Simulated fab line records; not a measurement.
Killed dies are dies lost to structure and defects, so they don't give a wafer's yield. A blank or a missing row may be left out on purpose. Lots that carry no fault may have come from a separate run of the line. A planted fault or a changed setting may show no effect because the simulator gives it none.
fab line records || flow sfq-line
[record] {"lots": 7, "wafers": 20, "last-day": 81}
route steps=325 shown I0@57 M1@58
lots with no fault: from the same line, run without faults
start-h: the number of hours between the record's first day and the start of the first shown wafer of the lot || wait-h: how many hours have passed since the lot's step before this one || " identical to the entry in the row above || L1.1+2: one row covering several wafers at once || - no value present, or no start provided || * or withheld: withheld || < > ~ a bound
route shown NAME@n: NAME is a module with steps in the file, n the number in the route of the first one || usual: mean and standard deviation over wafers with no fault || same: alike in all rows || chamber/n: place in a boat || sites: each site's reading || _std_site: standard deviation across them || _edge_site: mean of outer sites minus mean of inner sites || radius-mm: for every site, how far away it sits from the centre of the wafer || mask NAME#n: copy n || behind: the most recent tool/chamber to have shaped the wafer || hold: the reason the lot was held/the length of the hold in hours/how it ended || device: names the non-switching transistor (n, p or np) || end of line: tests of these same wafers at the route's end || step lacking rows: just its recipe || killed: the dies lost at the first sort to structure and to defects; this is not the yield of the wafer || map: the dies of a wafer, with x for killed, . for not killed, _ for no die there
set.NAME: the setting the step ran with; set.NAME@STEP: the setting that earlier step ran with || model.NAME: the simulator's own value behind a step, which no gauge read
a table for each step, a row for each wafer; lots at some steps of the route
services: when a tool's chamber went out of use (start-h, in hours from the record's first day, below 0 if earlier), for how many hours, and the reason
[[steps]]
[step SFQ_TRILAYER_I0_VIA_STRIP_SOLV_CLEAN_036]
[recipe] {"chemistry": "NMP", "temp-c": 70, "time-s": 600}
[step SFQ_TRILAYER_M1_DEP_PRE_CLEAN_038]
[recipe] {"gas": "Ar", "time-s": 22.5, "bias-v": 250}
[step SFQ_TRILAYER_M1_DEP_SPUTTER_037]
[recipe] {"material": "Nb", "base-pressure-pa": 1.33e-06, "chamber-pressure-pa": 0.1333, "substrate-temp-c": 20, "resputter-cathode-voltage-v": 400, "target-thk-nm": 200, "power-w": 2000, "time-s": 133.3}
[usual] {"throttle-valve-pct": "30.3/1.2"}
{"lot.wafer": "L250.1", "tool": "pvd-sputter-06", "chamber": "-", "start-h": 398.47, "wait-h": 0.0, "throttle-valve-pct": 29.0}
{"lot.wafer": "L250.4", "tool": "pvd-sputter-06", "chamber": "-", "start-h": 398.47, "wait-h": 0.0, "throttle-valve-pct": 28.7}
{"lot.wafer": "L250.6", "tool": "pvd-sputter-06", "chamber": "-", "start-h": 398.47, "wait-h": 0.0, "throttle-valve-pct": 28.8}
{"lot.wafer": "L254.3", "tool": "pvd-sputter-04", "chamber": "-", "start-h": 412.86, "wait-h": 0.0, "throttle-valve-pct": 31.9}
{"lot.wafer": "L254.5", "tool": "pvd-sputter-04", "chamber": "-", "start-h": 412.86, "wait-h": 0.0, "throttle-valve-pct": 30.2}
{"lot.wafer": "L254.6", "tool": "pvd-sputter-04", "chamber": "-", "start-h": 412.86, "wait-h": 0.0, "throttle-valve-pct": 31.9}
{"lot.wafer": "L255.4", "tool": "pvd-sputter-06", "chamber": "-", "start-h": 417.66, "wait-h": 0.0, "throttle-valve-pct": 28.8}
{"lot.wafer": "L255.6", "tool": "pvd-sputter-06", "chamber": "-", "start-h": 417.66, "wait-h": 0.0, "throttle-valve-pct": 28.6}
{"lot.wafer": "L258.1", "tool": "pvd-sputter-04", "chamber": "-", "start-h": 424.86, "wait-h": 0.0, "throttle-valve-pct": 31.5}
{"lot.wafer": "L258.4", "tool": "pvd-sputter-04", "chamber": "-", "start-h": 424.86, "wait-h": 0.0, "throttle-valve-pct": 30.9}
{"lot.wafer": "L258.5", "tool": "pvd-sputter-04", "chamber": "-", "start-h": 424.86, "wait-h": 0.0, "throttle-valve-pct": 31.2}
{"lot.wafer": "L259.2", "tool": "pvd-sputter-05", "chamber": "-", "start-h": 426.06, "wait-h": 0.0, "throttle-valve-pct": 29.6}
{"lot.wafer": "L259.5", "tool": "pvd-sputter-05", "chamber": "-", "start-h": 426.06, "wait-h": 0.0, "throttle-valve-pct": 29.0}
{"lot.wafer": "L259.6", "tool": "pvd-sputter-05", "chamber": "-", "start-h": 426.06, "wait-h": 0.0, "throttle-valve-pct": 30.2}
{"lot.wafer": "L267.4", "tool": "pvd-sputter-05", "chamber": "-", "start-h": 450.06, "wait-h": 0.0, "throttle-valve-pct": 28.8}
{"lot.wafer": "L267.5", "tool": "pvd-sputter-05", "chamber": "-", "start-h": 450.06, "wait-h": 0.0, "throttle-valve-pct": 28.5}
{"lot.wafer": "L267.6", "tool": "pvd-sputter-05", "chamber": "-", "start-h": 450.06, "wait-h": 0.0, "throttle-valve-pct": 29.9}
{"lot.wafer": "L269.1", "tool": "pvd-sputter-06", "chamber": "-", "start-h": 464.46, "wait-h": 0.0, "throttle-valve-pct": 28.7}
{"lot.wafer": "L269.3", "tool": "pvd-sputter-06", "chamber": "-", "start-h": 464.46, "wait-h": 0.0, "throttle-valve-pct": 30.7}
{"lot.wafer": "L269.6", "tool": "pvd-sputter-06", "chamber": "-", "start-h": 464.46, "wait-h": 0.0, "throttle-valve-pct": 28.7}
[step SFQ_M1_RS_MEAS_909]
[recipe] {"thk-meas-gauge": "four-point-probe", "reads": "Nb_of_TRILAYER_M1_DEP_SPUTTER_037"}
[usual] {"M1_NB_RS": "0.893/0.01"}
{"lot.wafer": "L250.1", "tool": "film-metro-03", "chamber": "-", "start-h": 398.56, "wait-h": 0.0, "M1_NB_RS[ohm/sq]": 0.898}
{"lot.wafer": "L250.4", "tool": "film-metro-03", "chamber": "-", "start-h": 398.56, "wait-h": 0.0, "M1_NB_RS[ohm/sq]": 0.885}
{"lot.wafer": "L250.6", "tool": "film-metro-03", "chamber": "-", "start-h": 398.56, "wait-h": 0.0, "M1_NB_RS[ohm/sq]": 0.896}
{"lot.wafer": "L254.3", "tool": "film-metro-03", "chamber": "-", "start-h": 412.99, "wait-h": 0.1, "M1_NB_RS[ohm/sq]": 0.886}
{"lot.wafer": "L254.5", "tool": "film-metro-03", "chamber": "-", "start-h": 412.99, "wait-h": 0.1, "M1_NB_RS[ohm/sq]": 0.905}
{"lot.wafer": "L254.6", "tool": "film-metro-03", "chamber": "-", "start-h": 412.99, "wait-h": 0.1, "M1_NB_RS[ohm/sq]": 0.898}
{"lot.wafer": "L255.4", "tool": "film-metro-03", "chamber": "-", "start-h": 417.81, "wait-h": 0.1, "M1_NB_RS[ohm/sq]": 0.891}
{"lot.wafer": "L255.6", "tool": "film-metro-03", "chamber": "-", "start-h": 417.81, "wait-h": 0.1, "M1_NB_RS[ohm/sq]": 0.897}
{"lot.wafer": "L258.1", "tool": "film-metro-03", "chamber": "-", "start-h": 424.95, "wait-h": 0.0, "M1_NB_RS[ohm/sq]": 0.895}
{"lot.wafer": "L258.4", "tool": "film-metro-03", "chamber": "-", "start-h": 424.95, "wait-h": 0.0, "M1_NB_RS[ohm/sq]": 0.910}
{"lot.wafer": "L258.5", "tool": "film-metro-03", "chamber": "-", "start-h": 424.95, "wait-h": 0.0, "M1_NB_RS[ohm/sq]": 0.898}
{"lot.wafer": "L259.2", "tool": "film-metro-04", "chamber": "-", "start-h": 426.17, "wait-h": 0.1, "M1_NB_RS[ohm/sq]": 0.896}
{"lot.wafer": "L259.5", "tool": "film-metro-04", "chamber": "-", "start-h": 426.17, "wait-h": 0.1, "M1_NB_RS[ohm/sq]": 0.885}
{"lot.wafer": "L259.6", "tool": "film-metro-04", "chamber": "-", "start-h": 426.17, "wait-h": 0.1, "M1_NB_RS[ohm/sq]": 0.899}
{"lot.wafer": "L267.4", "tool": "film-metro-03", "chamber": "-", "start-h": 450.21, "wait-h": 0.1, "M1_NB_RS[ohm/sq]": 0.886}
{"lot.wafer": "L267.5", "tool": "film-metro-03", "chamber": "-", "start-h": 450.21, "wait-h": 0.1, "M1_NB_RS[ohm/sq]": 0.877}
{"lot.wafer": "L267.6", "tool": "film-metro-03", "chamber": "-", "start-h": 450.21, "wait-h": 0.1, "M1_NB_RS[ohm/sq]": 0.890}
{"lot.wafer": "L269.1", "tool": "film-metro-03", "chamber": "-", "start-h": 464.55, "wait-h": 0.0, "M1_NB_RS[ohm/sq]": 0.880}
{"lot.wafer": "L269.3", "tool": "film-metro-03", "chamber": "-", "start-h": 464.55, "wait-h": 0.0, "M1_NB_RS[ohm/sq]": 0.893}
{"lot.wafer": "L269.6", "tool": "film-metro-03", "chamber": "-", "start-h": 464.55, "wait-h": 0.0, "M1_NB_RS[ohm/sq]": 0.883}
[step SFQ_TRILAYER_M1_LITHO_COAT_044]
[recipe] {"resist": "BARC", "spin-rpm": 3000, "resist-thk-nm": 62}
[step SFQ_TRILAYER_M1_LITHO_COAT_039]
[recipe] {"resist": "KrF", "spin-rpm": 3000, "resist-thk-nm": 600}
[step SFQ_TRILAYER_M1_LITHO_SOFTBAKE_043]
[recipe] {"temp-c": "withheld", "time-s": "withheld", "resist": "KrF"}
[step SFQ_TRILAYER_M1_LITHO_EXPOSE_040]
[recipe] {"mask-id": "M1", "na": 0.6, "source-shape": "conventional", "sigma-outer": 0.65, "target-cd-nm": 500, "dose-mj": 14.4}
[step SFQ_TRILAYER_M1_LITHO_PEB_042]
[recipe] {"peb-temp-c": 115, "peb-time-s": 60, "resist": "KrF"}
[step SFQ_TRILAYER_M1_LITHO_DEVELOP_041]
[recipe] {"time-s": 60, "resist": "KrF"}
[step SFQ_M1_OVL_MEAS_911]
[usual] {"M1_OVL": "8/5.2"}
{"lot.wafer": "L250.1", "tool": "overlay-02", "chamber": "-", "start-h": 401.11, "wait-h": 0.1, "M1_OVL[nm]": 9}
{"lot.wafer": "L250.4", "tool": "overlay-02", "chamber": "-", "start-h": 401.11, "wait-h": 0.1, "M1_OVL[nm]": 8}
{"lot.wafer": "L250.6", "tool": "overlay-02", "chamber": "-", "start-h": 401.11, "wait-h": 0.1, "M1_OVL[nm]": 8}
{"lot.wafer": "L254.3", "tool": "overlay-01", "chamber": "-", "start-h": 415.86, "wait-h": 0.1, "M1_OVL[nm]": 10}
{"lot.wafer": "L254.5", "tool": "overlay-01", "chamber": "-", "start-h": 415.86, "wait-h": 0.1, "M1_OVL[nm]": 9}
{"lot.wafer": "L254.6", "tool": "overlay-01", "chamber": "-", "start-h": 415.86, "wait-h": 0.1, "M1_OVL[nm]": 13}
{"lot.wafer": "L255.4", "tool": "overlay-01", "chamber": "-", "start-h": 420.81, "wait-h": 0.1, "M1_OVL[nm]": 10}
{"lot.wafer": "L255.6", "tool": "overlay-01", "chamber": "-", "start-h": 420.81, "wait-h": 0.1, "M1_OVL[nm]": 12}
{"lot.wafer": "L258.1", "tool": "overlay-01", "chamber": "-", "start-h": 430.20, "wait-h": 0.1, "M1_OVL[nm]": 16}
{"lot.wafer": "L258.4", "tool": "overlay-01", "chamber": "-", "start-h": 430.20, "wait-h": 0.1, "M1_OVL[nm]": 3}
{"lot.wafer": "L258.5", "tool": "overlay-01", "chamber": "-", "start-h": 430.20, "wait-h": 0.1, "M1_OVL[nm]": 13}
{"lot.wafer": "L259.2", "tool": "overlay-01", "chamber": "-", "start-h": 431.41, "wait-h": 0.1, "M1_OVL[nm]": 15}
{"lot.wafer": "L259.5", "tool": "overlay-01", "chamber": "-", "start-h": 431.41, "wait-h": 0.1, "M1_OVL[nm]": 19}
{"lot.wafer": "L259.6", "tool": "overlay-01", "chamber": "-", "start-h": 431.41, "wait-h": 0.1, "M1_OVL[nm]": 15}
{"lot.wafer": "L267.4", "tool": "overlay-01", "chamber": "-", "start-h": 452.60, "wait-h": 0.1, "M1_OVL[nm]": 14}
{"lot.wafer": "L267.5", "tool": "overlay-01", "chamber": "-", "start-h": 452.60, "wait-h": 0.1, "M1_OVL[nm]": 9}
{"lot.wafer": "L267.6", "tool": "overlay-01", "chamber": "-", "start-h": 452.60, "wait-h": 0.1, "M1_OVL[nm]": 7}
{"lot.wafer": "L269.1", "tool": "overlay-02", "chamber": "-", "start-h": 466.98, "wait-h": 0.1, "M1_OVL[nm]": 4}
{"lot.wafer": "L269.3", "tool": "overlay-02", "chamber": "-", "start-h": 466.98, "wait-h": 0.1, "M1_OVL[nm]": 12}
{"lot.wafer": "L269.6", "tool": "overlay-02", "chamber": "-", "start-h": 466.98, "wait-h": 0.1, "M1_OVL[nm]": 10}
[step SFQ_TRILAYER_M1_BARC_OPEN_METAL_ETCH_054]
[recipe] {"mask-material": "PR", "chemistry": "O2", "target-depth-nm": 125, "target": "BARC", "icp-w": 600, "bias-w": 80, "pressure-mtorr": 10, "time-s": 41.7}
[usual] {"drypump-motor-current-A": "5.8/0.41", "oes-product-au": "0.685/0.0044"}
{"lot.wafer": "L250.1", "tool": "rie-metal-01", "chamber": 1, "start-h": 401.15, "wait-h": 0.0, "drypump-motor-current-A": 5.7, "oes-product-au": 0.685, "rf-hours-counter-h": 110, "model.KrF_of_TRILAYER_M1_LITHO_COAT_039.thk-nm": 522}
{"lot.wafer": "L250.4", "tool": "rie-metal-01", "chamber": 1, "start-h": 401.15, "wait-h": 0.0, "drypump-motor-current-A": 5.7, "oes-product-au": 0.675, "rf-hours-counter-h": "-", "model.KrF_of_TRILAYER_M1_LITHO_COAT_039.thk-nm": 522.5}
{"lot.wafer": "L250.6", "tool": "rie-metal-01", "chamber": 1, "start-h": 401.15, "wait-h": 0.0, "drypump-motor-current-A": 5.7, "oes-product-au": 0.683, "rf-hours-counter-h": "-", "model.KrF_of_TRILAYER_M1_LITHO_COAT_039.thk-nm": 523.6}
{"lot.wafer": "L254.3", "tool": "rie-metal-01", "chamber": 0, "start-h": 415.90, "wait-h": 0.0, "drypump-motor-current-A": 5.8, "oes-product-au": 0.696, "rf-hours-counter-h": "-", "model.KrF_of_TRILAYER_M1_LITHO_COAT_039.thk-nm": 520.6}
{"lot.wafer": "L254.5", "tool": "rie-metal-01", "chamber": 0, "start-h": 415.90, "wait-h": 0.0, "drypump-motor-current-A": 5.8, "oes-product-au": 0.676, "rf-hours-counter-h": "-", "model.KrF_of_TRILAYER_M1_LITHO_COAT_039.thk-nm": 544.5}
{"lot.wafer": "L254.6", "tool": "rie-metal-01", "chamber": 1, "start-h": 415.90, "wait-h": 0.0, "drypump-motor-current-A": 5.7, "oes-product-au": 0.688, "rf-hours-counter-h": "-", "model.KrF_of_TRILAYER_M1_LITHO_COAT_039.thk-nm": 519.7}
{"lot.wafer": "L255.4", "tool": "rie-metal-01", "chamber": 0, "start-h": 420.85, "wait-h": 0.0, "drypump-motor-current-A": 5.7, "oes-product-au": 0.684, "rf-hours-counter-h": "-", "model.KrF_of_TRILAYER_M1_LITHO_COAT_039.thk-nm": 548.9}
{"lot.wafer": "L255.6", "tool": "rie-metal-01", "chamber": 1, "start-h": 420.85, "wait-h": 0.0, "drypump-motor-current-A": 5.8, "oes-product-au": 0.685, "rf-hours-counter-h": "-", "model.KrF_of_TRILAYER_M1_LITHO_COAT_039.thk-nm": 525.6}
{"lot.wafer": "L258.1", "tool": "rie-metal-01", "chamber": 0, "start-h": 430.24, "wait-h": 0.0, "drypump-motor-current-A": 5.8, "oes-product-au": 0.682, "rf-hours-counter-h": 80, "model.KrF_of_TRILAYER_M1_LITHO_COAT_039.thk-nm": 526}
{"lot.wafer": "L258.4", "tool": "rie-metal-01", "chamber": 0, "start-h": 430.24, "wait-h": 0.0, "drypump-motor-current-A": 5.8, "oes-product-au": 0.687, "rf-hours-counter-h": "-", "model.KrF_of_TRILAYER_M1_LITHO_COAT_039.thk-nm": 547.9}
{"lot.wafer": "L258.5", "tool": "rie-metal-01", "chamber": 1, "start-h": 430.24, "wait-h": 0.0, "drypump-motor-current-A": 5.7, "oes-product-au": 0.681, "rf-hours-counter-h": "-", "model.KrF_of_TRILAYER_M1_LITHO_COAT_039.thk-nm": 551.2}
{"lot.wafer": "L259.2", "tool": "rie-metal-02", "chamber": 0, "start-h": 431.44, "wait-h": 0.0, "drypump-motor-current-A": 6.5, "oes-product-au": 0.683, "rf-hours-counter-h": 4, "model.KrF_of_TRILAYER_M1_LITHO_COAT_039.thk-nm": 523.4}
{"lot.wafer": "L259.5", "tool": "rie-metal-02", "chamber": 0, "start-h": 431.44, "wait-h": 0.0, "drypump-motor-current-A": 6.5, "oes-product-au": 0.689, "rf-hours-counter-h": "-", "model.KrF_of_TRILAYER_M1_LITHO_COAT_039.thk-nm": 523.4}
{"lot.wafer": "L259.6", "tool": "rie-metal-02", "chamber": 1, "start-h": 431.44, "wait-h": 0.0, "drypump-motor-current-A": 5.2, "oes-product-au": 0.690, "rf-hours-counter-h": "-", "model.KrF_of_TRILAYER_M1_LITHO_COAT_039.thk-nm": 523.3}
{"lot.wafer": "L267.4", "tool": "rie-metal-03", "chamber": 0, "start-h": 452.64, "wait-h": 0.0, "drypump-motor-current-A": 5.5, "oes-product-au": 0.683, "rf-hours-counter-h": "-", "model.KrF_of_TRILAYER_M1_LITHO_COAT_039.thk-nm": 518.7}
{"lot.wafer": "L267.5", "tool": "rie-metal-03", "chamber": 0, "start-h": 452.64, "wait-h": 0.0, "drypump-motor-current-A": 5.5, "oes-product-au": 0.686, "rf-hours-counter-h": "-", "model.KrF_of_TRILAYER_M1_LITHO_COAT_039.thk-nm": 519.2}
{"lot.wafer": "L267.6", "tool": "rie-metal-03", "chamber": 1, "start-h": 452.64, "wait-h": 0.0, "drypump-motor-current-A": 6.3, "oes-product-au": 0.679, "rf-hours-counter-h": "-", "model.KrF_of_TRILAYER_M1_LITHO_COAT_039.thk-nm": 520.3}
{"lot.wafer": "L269.1", "tool": "rie-metal-03", "chamber": 1, "start-h": 467.02, "wait-h": 0.0, "drypump-motor-current-A": 6.3, "oes-product-au": 0.684, "rf-hours-counter-h": 49, "model.KrF_of_TRILAYER_M1_LITHO_COAT_039.thk-nm": 521.8}
{"lot.wafer": "L269.3", "tool": "rie-metal-03", "chamber": 0, "start-h": 467.02, "wait-h": 0.0, "drypump-motor-current-A": 5.5, "oes-product-au": 0.685, "rf-hours-counter-h": "-", "model.KrF_of_TRILAYER_M1_LITHO_COAT_039.thk-nm": 521.1}
{"lot.wafer": "L269.6", "tool": "rie-metal-03", "chamber": 0, "start-h": 467.02, "wait-h": 0.0, "drypump-motor-current-A": 5.6, "oes-product-au": 0.675, "rf-hours-counter-h": "-", "model.KrF_of_TRILAYER_M1_LITHO_COAT_039.thk-nm": 521}
[step SFQ_TRILAYER_M1_ETCH_METAL_ETCH_042]
[recipe] {"target": "Nb", "stop-on": "SiO2", "mask-material": "PR", "chemistry": "Cl2/Ar", "target-depth-nm": 240, "icp-w": 600, "bias-w": 80, "pressure-mtorr": 10, "time-s": 120}
[usual] {"drypump-motor-current-A": "5.8/0.41", "oes-product-au": "0.893/0.0074"}
{"lot.wafer": "L250.1", "tool": "rie-metal-01", "chamber": 1, "start-h": 401.21, "wait-h": 0.0, "drypump-motor-current-A": 5.7, "oes-product-au": 0.891, "rf-hours-counter-h": 110, "model.KrF_of_TRILAYER_M1_LITHO_COAT_039.thk-nm": 380.3}
{"lot.wafer": "L250.4", "tool": "rie-metal-01", "chamber": 1, "start-h": 401.21, "wait-h": 0.0, "drypump-motor-current-A": 5.8, "oes-product-au": 0.897, "rf-hours-counter-h": "-", "model.KrF_of_TRILAYER_M1_LITHO_COAT_039.thk-nm": 381.6}
{"lot.wafer": "L250.6", "tool": "rie-metal-01", "chamber": 1, "start-h": 401.21, "wait-h": 0.0, "drypump-motor-current-A": 5.7, "oes-product-au": 0.892, "rf-hours-counter-h": "-", "model.KrF_of_TRILAYER_M1_LITHO_COAT_039.thk-nm": 381.6}
{"lot.wafer": "L254.3", "tool": "rie-metal-01", "chamber": 0, "start-h": 415.98, "wait-h": 0.1, "drypump-motor-current-A": 5.8, "oes-product-au": 0.900, "rf-hours-counter-h": "-", "model.KrF_of_TRILAYER_M1_LITHO_COAT_039.thk-nm": 380.3}
{"lot.wafer": "L254.5", "tool": "rie-metal-01", "chamber": 0, "start-h": 415.98, "wait-h": 0.1, "drypump-motor-current-A": 5.8, "oes-product-au": 0.883, "rf-hours-counter-h": "-", "model.KrF_of_TRILAYER_M1_LITHO_COAT_039.thk-nm": 403.3}
{"lot.wafer": "L254.6", "tool": "rie-metal-01", "chamber": 1, "start-h": 415.98, "wait-h": 0.1, "drypump-motor-current-A": 5.7, "oes-product-au": 0.896, "rf-hours-counter-h": "-", "model.KrF_of_TRILAYER_M1_LITHO_COAT_039.thk-nm": 378.9}
{"lot.wafer": "L255.4", "tool": "rie-metal-01", "chamber": 0, "start-h": 420.93, "wait-h": 0.1, "drypump-motor-current-A": 5.8, "oes-product-au": 0.895, "rf-hours-counter-h": "-", "model.KrF_of_TRILAYER_M1_LITHO_COAT_039.thk-nm": 408.8}
{"lot.wafer": "L255.6", "tool": "rie-metal-01", "chamber": 1, "start-h": 420.93, "wait-h": 0.1, "drypump-motor-current-A": 5.8, "oes-product-au": 0.894, "rf-hours-counter-h": "-", "model.KrF_of_TRILAYER_M1_LITHO_COAT_039.thk-nm": 384.7}
{"lot.wafer": "L258.1", "tool": "rie-metal-01", "chamber": 0, "start-h": 430.30, "wait-h": 0.0, "drypump-motor-current-A": 5.8, "oes-product-au": 0.891, "rf-hours-counter-h": 80, "model.KrF_of_TRILAYER_M1_LITHO_COAT_039.thk-nm": 385.1}
{"lot.wafer": "L258.4", "tool": "rie-metal-01", "chamber": 0, "start-h": 430.30, "wait-h": 0.0, "drypump-motor-current-A": 5.8, "oes-product-au": 0.880, "rf-hours-counter-h": "-", "model.KrF_of_TRILAYER_M1_LITHO_COAT_039.thk-nm": 408}
{"lot.wafer": "L258.5", "tool": "rie-metal-01", "chamber": 1, "start-h": 430.30, "wait-h": 0.0, "drypump-motor-current-A": 5.7, "oes-product-au": 0.896, "rf-hours-counter-h": "-", "model.KrF_of_TRILAYER_M1_LITHO_COAT_039.thk-nm": 412.3}
{"lot.wafer": "L259.2", "tool": "rie-metal-02", "chamber": 0, "start-h": 431.50, "wait-h": 0.0, "drypump-motor-current-A": 6.5, "oes-product-au": 0.883, "rf-hours-counter-h": 4, "model.KrF_of_TRILAYER_M1_LITHO_COAT_039.thk-nm": 380.8}
{"lot.wafer": "L259.5", "tool": "rie-metal-02", "chamber": 0, "start-h": 431.50, "wait-h": 0.0, "drypump-motor-current-A": 6.5, "oes-product-au": 0.894, "rf-hours-counter-h": "-", "model.KrF_of_TRILAYER_M1_LITHO_COAT_039.thk-nm": 381.8}
{"lot.wafer": "L259.6", "tool": "rie-metal-02", "chamber": 1, "start-h": 431.50, "wait-h": 0.0, "drypump-motor-current-A": 5.2, "oes-product-au": 0.893, "rf-hours-counter-h": "-", "model.KrF_of_TRILAYER_M1_LITHO_COAT_039.thk-nm": 380.7}
{"lot.wafer": "L267.4", "tool": "rie-metal-03", "chamber": 0, "start-h": 452.72, "wait-h": 0.1, "drypump-motor-current-A": 5.6, "oes-product-au": 0.899, "rf-hours-counter-h": "-", "model.KrF_of_TRILAYER_M1_LITHO_COAT_039.thk-nm": 374.3}
{"lot.wafer": "L267.5", "tool": "rie-metal-03", "chamber": 0, "start-h": 452.72, "wait-h": 0.1, "drypump-motor-current-A": 5.6, "oes-product-au": 0.901, "rf-hours-counter-h": "-", "model.KrF_of_TRILAYER_M1_LITHO_COAT_039.thk-nm": 374.7}
{"lot.wafer": "L267.6", "tool": "rie-metal-03", "chamber": 1, "start-h": 452.72, "wait-h": 0.1, "drypump-motor-current-A": 6.3, "oes-product-au": 0.901, "rf-hours-counter-h": "-", "model.KrF_of_TRILAYER_M1_LITHO_COAT_039.thk-nm": 376.3}
{"lot.wafer": "L269.1", "tool": "rie-metal-03", "chamber": 1, "start-h": 467.08, "wait-h": 0.0, "drypump-motor-current-A": 6.3, "oes-product-au": 0.906, "rf-hours-counter-h": 49, "model.KrF_of_TRILAYER_M1_LITHO_COAT_039.thk-nm": 379.9}
{"lot.wafer": "L269.3", "tool": "rie-metal-03", "chamber": 0, "start-h": 467.08, "wait-h": 0.0, "drypump-motor-current-A": 5.5, "oes-product-au": 0.894, "rf-hours-counter-h": "-", "model.KrF_of_TRILAYER_M1_LITHO_COAT_039.thk-nm": 379}
{"lot.wafer": "L269.6", "tool": "rie-metal-03", "chamber": 0, "start-h": 467.08, "wait-h": 0.0, "drypump-motor-current-A": 5.6, "oes-product-au": 0.897, "rf-hours-counter-h": "-", "model.KrF_of_TRILAYER_M1_LITHO_COAT_039.thk-nm": 379}
[step SFQ_TRILAYER_M1_STRIP_STRIP_043]
[recipe] {"gas": "O2", "power-w": 200, "platen-temp-c": 40, "overash-fraction": 0.65, "chemistry": "O2", "pressure-mtorr": 50}
[usual] {"drypump-motor-current-A": "5.8/0.41", "oes-product-au": "1.000/0.0097"}
{"lot.wafer": "L250.1", "tool": "rie-metal-01", "chamber": 1, "start-h": 401.34, "wait-h": 0.1, "drypump-motor-current-A": 5.7, "oes-product-au": 0.998, "rf-hours-counter-h": 110}
{"lot.wafer": "L250.4", "tool": "rie-metal-01", "chamber": 1, "start-h": 401.34, "wait-h": 0.1, "drypump-motor-current-A": 5.8, "oes-product-au": 0.997, "rf-hours-counter-h": "-"}
{"lot.wafer": "L250.6", "tool": "rie-metal-01", "chamber": 1, "start-h": 401.34, "wait-h": 0.1, "drypump-motor-current-A": 5.7, "oes-product-au": 1.002, "rf-hours-counter-h": "-"}
{"lot.wafer": "L254.3", "tool": "rie-metal-01", "chamber": 0, "start-h": 416.27, "wait-h": 0.2, "drypump-motor-current-A": 5.8, "oes-product-au": 0.994, "rf-hours-counter-h": "-"}
{"lot.wafer": "L254.5", "tool": "rie-metal-01", "chamber": 0, "start-h": 416.27, "wait-h": 0.2, "drypump-motor-current-A": 5.7, "oes-product-au": 0.995, "rf-hours-counter-h": "-"}
{"lot.wafer": "L254.6", "tool": "rie-metal-01", "chamber": 1, "start-h": 416.27, "wait-h": 0.2, "drypump-motor-current-A": 5.7, "oes-product-au": 0.992, "rf-hours-counter-h": "-"}
{"lot.wafer": "L255.4", "tool": "rie-metal-01", "chamber": 0, "start-h": 421.21, "wait-h": 0.2, "drypump-motor-current-A": 5.8, "oes-product-au": 0.996, "rf-hours-counter-h": "-"}
{"lot.wafer": "L255.6", "tool": "rie-metal-01", "chamber": 1, "start-h": 421.21, "wait-h": 0.2, "drypump-motor-current-A": 5.8, "oes-product-au": 0.993, "rf-hours-counter-h": "-"}
{"lot.wafer": "L258.1", "tool": "rie-metal-01", "chamber": 0, "start-h": 430.42, "wait-h": 0.1, "drypump-motor-current-A": 5.8, "oes-product-au": 1.004, "rf-hours-counter-h": 80}
{"lot.wafer": "L258.4", "tool": "rie-metal-01", "chamber": 0, "start-h": 430.42, "wait-h": 0.1, "drypump-motor-current-A": 5.8, "oes-product-au": 0.994, "rf-hours-counter-h": "-"}
{"lot.wafer": "L258.5", "tool": "rie-metal-01", "chamber": 1, "start-h": 430.42, "wait-h": 0.1, "drypump-motor-current-A": 5.7, "oes-product-au": 0.999, "rf-hours-counter-h": "-"}
{"lot.wafer": "L259.2", "tool": "rie-metal-02", "chamber": 0, "start-h": 431.62, "wait-h": 0.1, "drypump-motor-current-A": 6.5, "oes-product-au": 0.994, "rf-hours-counter-h": 5}
{"lot.wafer": "L259.5", "tool": "rie-metal-02", "chamber": 0, "start-h": 431.62, "wait-h": 0.1, "drypump-motor-current-A": 6.5, "oes-product-au": 1.002, "rf-hours-counter-h": "-"}
{"lot.wafer": "L259.6", "tool": "rie-metal-02", "chamber": 1, "start-h": 431.62, "wait-h": 0.1, "drypump-motor-current-A": 5.2, "oes-product-au": 1.004, "rf-hours-counter-h": "-"}
{"lot.wafer": "L267.4", "tool": "rie-metal-03", "chamber": 0, "start-h": 453.00, "wait-h": 0.2, "drypump-motor-current-A": 5.6, "oes-product-au": 1.010, "rf-hours-counter-h": "-"}
{"lot.wafer": "L267.5", "tool": "rie-metal-03", "chamber": 0, "start-h": 453.00, "wait-h": 0.2, "drypump-motor-current-A": 5.6, "oes-product-au": 1.018, "rf-hours-counter-h": "-"}
{"lot.wafer": "L267.6", "tool": "rie-metal-03", "chamber": 1, "start-h": 453.00, "wait-h": 0.2, "drypump-motor-current-A": 6.3, "oes-product-au": 1.019, "rf-hours-counter-h": "-"}
{"lot.wafer": "L269.1", "tool": "rie-metal-03", "chamber": 1, "start-h": 467.20, "wait-h": 0.1, "drypump-motor-current-A": 6.3, "oes-product-au": 1.002, "rf-hours-counter-h": 49}
{"lot.wafer": "L269.3", "tool": "rie-metal-03", "chamber": 0, "start-h": 467.20, "wait-h": 0.1, "drypump-motor-current-A": 5.5, "oes-product-au": 1.013, "rf-hours-counter-h": "-"}
{"lot.wafer": "L269.6", "tool": "rie-metal-03", "chamber": 0, "start-h": 467.20, "wait-h": 0.1, "drypump-motor-current-A": 5.6, "oes-product-au": 1.010, "rf-hours-counter-h": "-"}
[[services]]
{"tool": "pvd-sputter-05", "chamber": "-", "start-h": 378.65, "hours": 5.7, "kind": "repair"}
{"tool": "rie-metal-02", "chamber": "-", "start-h": 382.65, "hours": 0.1, "kind": "repair"}
{"tool": "rie-metal-02", "chamber": 0, "start-h": 435.59, "hours": 19.1, "kind": "repair"}
{"tool": "pvd-sputter-04", "chamber": "-", "start-h": 446.21, "hours": 15.5, "kind": "repair"}
[[key]]
first-sign none at tools or gauges
[model-effect] {"step": "SFQ_TRILAYER_M1_BARC_OPEN_METAL_ETCH_054", "value": "KrF_of_TRILAYER_M1_LITHO_COAT_039.thk-nm", "without": 524, "struck": 548.1}
[model-effect] {"step": "SFQ_TRILAYER_M1_ETCH_METAL_ETCH_042", "value": "KrF_of_TRILAYER_M1_LITHO_COAT_039.thk-nm", "without": 384, "struck": 408.1}
met-at SFQ_TRILAYER_M1_BARC_OPEN_METAL_ETCH_054
struck-wafers L254.5,L255.4,L258.4,L258.5
onset-between 401.15 415.90
[fault] {"kind": "process-parameter-drift", "tool": "rie-metal-01", "chamber": "-", "onset-h": 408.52, "steps": "SFQ_TRILAYER_M1_BARC_OPEN_METAL_ETCH_054", "channel": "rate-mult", "offset": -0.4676, "shape": "step", "end-h": 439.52, "scope": "struck-wafers-only"}
